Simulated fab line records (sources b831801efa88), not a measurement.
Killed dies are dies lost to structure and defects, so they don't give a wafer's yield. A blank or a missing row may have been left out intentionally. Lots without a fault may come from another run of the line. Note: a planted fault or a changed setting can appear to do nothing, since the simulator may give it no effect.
Which of the tools did it? ; flow sky130 ; 13 lots, 39 wafers sampled, at 5 steps of a route of 708

WHAT THE GAUGES SHOWED, per wafer
No reading from a measuring or inspecting step in the record can be judged against a usual standard deviation.

EACH LOT AND THE TOOL THAT RAN IT (in order: tool; ch and the chambers of the sampled wafers; start)
lot;SKY_CAP2M_SPUTTER_02;SKY_VIA4_ETCH_12;SKY_METAL5_STRIP_17;SKY_PASSIVATION_CVD_00;SKY_PAD_OPEN_PROBE_99
L595;pvdSputter-04, day 40 05:43;rieDiel-01 ch 0,2,3, day 43 06:52;wetBench-03 ch 1, day 44 06:58;pecvd-03 ch 0,1,2, day 44 07:27;-
L596;pvdSputter-02, day 41 01:48;rieDiel-01 ch 0,2,3, day 44 01:28;wetBench-01 ch 2, day 45 01:40;pecvd-03 ch 0,1,2, day 45 02:10;-
L597;pvdSputter-02, day 41 06:28;rieDiel-02 ch 0,1, day 44 04:46;wetBench-01 ch 3, day 45 04:03;pecvd-03 ch 0,1,2, day 45 04:32;-
L599;pvdSputter-03, day 41 20:56;rieDiel-01 ch 1,2,3, day 44 18:15;wetBench-01 ch 0, day 45 17:42;pecvd-01 ch 0,2, day 45 18:41;-
L598;pvdSputter-04, day 42 00:35;rieDiel-04 ch 0,2, day 45 00:00;wetBench-01 ch 3, day 45 22:17;pecvd-01 ch 0,1,2, day 45 23:07;-
L601;pvdSputter-03, day 42 10:40;rieDiel-01 ch 1,3, day 45 07:55;wetBench-01 ch 2, day 46 06:17;pecvd-01 ch 0,2, day 46 07:07;-
L602;pvdSputter-02, day 43 08:04;rieDiel-01 ch 1,2, day 46 03:12;wetBench-02 ch 0, day 47 01:43;pecvd-02 ch 1,2, day 47 02:15;-
L606;pvdSputter-04, day 43 12:37;rieDiel-04 ch 0,1,3, day 46 08:10;wetBench-01 ch 2, day 47 06:28;pecvd-02 ch 0,1,2, day 47 06:58;-
L605;pvdSputter-04, day 43 14:27;rieDiel-04 ch 0,1, day 46 10:00;wetBench-01 ch 2, day 47 07:35;pecvd-01 ch 0,1,2, day 47 08:05;-
L604;pvdSputter-03, day 43 14:37;rieDiel-01 ch 0,1,2, day 46 10:28;wetBench-03 ch 0, day 47 08:30;pecvd-03 ch 0,1,2, day 47 09:02;prober-02, day 49 02:15
L607;pvdSputter-04, day 43 16:42;rieDiel-02 ch 1,2,3, day 46 12:24;wetBench-01 ch 1, day 47 09:46;pecvd-03 ch 0,1, day 47 10:22;prober-01, day 49 04:06
L611;pvdSputter-03, day 44 15:55;rieDiel-04 ch 1,2,3, day 47 09:19;wetBench-01 ch 2, day 48 07:23;pecvd-03 ch 0,1,2, day 48 07:53;prober-01, day 49 22:28
L616;pvdSputter-04, day 46 01:28;rieDiel-02 ch 0,1,2, day 48 15:13;wetBench-03 ch 1, day 49 10:55;pecvd-02 ch 0,1, day 49 11:25;-
- SKY_CAP2M_SPUTTER_02: material TiN, target thk 200 nm, time 166.7 s.
- SKY_VIA4_ETCH_12: etches SiO2 in C4F8/O2/Ar, stops on TiN, target depth 580 nm.
- SKY_METAL5_STRIP_17: strips in post etch residue remover, time 1200 s.
- SKY_PASSIVATION_CVD_00: deposits SiO2, target thk 90 nm.
- SKY_PAD_OPEN_PROBE_99

WHAT THE TOOLS THEMSELVES READ (means of the sampled wafers that have a number; where no wafer has one, the mark that the record gives instead)
SKY_CAP2M_SPUTTER_02. Usual: throttleValvePct 30.1 %, standard deviation 1.2.
lot;tool;throttleValvePct (%);flag
L595;pvdSputter-04;29.4;
L596;pvdSputter-02;30.1;
L597;pvdSputter-02;30.7;
L599;pvdSputter-03;29.9;
L598;pvdSputter-04;29.3;
L601;pvdSputter-03;30.8;
L602;pvdSputter-02;29.2;
L606;pvdSputter-04;28.5;
L605;pvdSputter-04;30.5;
L604;pvdSputter-03;30.9;
L607;pvdSputter-04;30.3;
L611;pvdSputter-03;29.8;
L616;pvdSputter-04;30.5;

SKY_VIA4_ETCH_12. Usual: oesProductAu 0.926 a.u., standard deviation 0.005.
lot;tool;oesProductAu (a.u.);flag
L595;rieDiel-01;0.922;
L596;rieDiel-01;0.926;
L597;rieDiel-02;0.922;
L599;rieDiel-01;0.925;
L598;rieDiel-04;0.927;
L601;rieDiel-01;0.926;
L602;rieDiel-01;0.918;
L606;rieDiel-04;0.921;
L605;rieDiel-04;0.929;
L604;rieDiel-01;0.924;
L607;rieDiel-02;0.925;
L611;rieDiel-04;0.926;
L616;rieDiel-02;0.925;

SKY_PASSIVATION_CVD_00. Usual: heaterPowerW 681 W, standard deviation 130.
lot;tool;heaterPowerW (W);flag
L595;pecvd-03;680;
L596;pecvd-03;706;
L597;pecvd-03;614;
L599;pecvd-01;780;
L598;pecvd-01;771;
L601;pecvd-01;953;
L602;pecvd-02;566;
L606;pecvd-02;581;
L605;pecvd-01;775;
L604;pecvd-03;696;
L607;pecvd-03;599;
L611;pecvd-03;653;
L616;pecvd-02;662;

SKY_PAD_OPEN_PROBE_99. Usual: defectLimitedYield 82.3 %, standard deviation 2; killed_at_M0_to_M3 44, standard deviation 7.5; killed_at_M4_up 2.9, standard deviation 1.8; killedAtContacts 24, standard deviation 5.1; killedAtFrontEnd 16, standard deviation 4.7; killedAtOther 0.3, standard deviation 0.46; killedDies 87, standard deviation 9.9; killedOpen 47, standard deviation 8; killedShort 39, standard deviation 6.3; sort_bin_3_pad_short 0.8 %, standard deviation 0.43; sort_bin_5_function 10.6 %, standard deviation 1.6; sort_bin_6_memory 6.3 %, standard deviation 1.1; sortNPass 405, standard deviation 9.9; sortYieldPct 82.3 %, standard deviation 2.
lot;tool;defectLimitedYield (%);killed_at_M0_to_M3;killed_at_M4_up;killedAtContacts;killedAtFrontEnd;killedAtOther;killedDies;killedOpen;killedShort;sort_bin_3_pad_short (%);sort_bin_5_function (%);sort_bin_6_memory (%);sortNPass;sortYieldPct (%);flag
L604;prober-02;83.1;40;1.7;23;18;0.3;83;50;33;0.8;10.4;5.7;409;83.1;
L607;prober-01;78.2;44;27.3;18;18;0.3;107;45;37;2.3;12.9;6.6;385;78.2;OFF
L611;prober-01;73.3;39;51.3;24;17;0.3;132;46;36;3.4;16.3;7.0;360;73.3;OFF

THE ANSWER, worked out from the rows above alone
Rule: a lot counts as off when the mean over its wafers that have a number is more than 3 standard deviations away from the usual mean. Also off: a lot with no number at a reading for which 4 or more lots have one. Any other lot the step has rows for is counted as sound. First the gauges in route order, then the tools' own readings, where a lot's mean is used as printed above. At the first step where some lot is off, the reading lying furthest off is the one used; lots without a number count as furthest.
Off: L607, L611 (SKY_PAD_OPEN_PROBE_99, killed_at_M4_up). Neither off nor sound, because the step has no rows for them: L595, L596, L597, L599, L598, L601, L602, L606, L605, L616.
If a tool, at that step or one of the process steps before it, ran each lot that is off and ran no sound lot following the first of them, it fits. Can't be told from this: 3 tools fit, wetBench-01 at SKY_METAL5_STRIP_17, pecvd-03 at SKY_PASSIVATION_CVD_00, prober-01 at SKY_PAD_OPEN_PROBE_99.

WHAT THE SIMULATOR PUT IN
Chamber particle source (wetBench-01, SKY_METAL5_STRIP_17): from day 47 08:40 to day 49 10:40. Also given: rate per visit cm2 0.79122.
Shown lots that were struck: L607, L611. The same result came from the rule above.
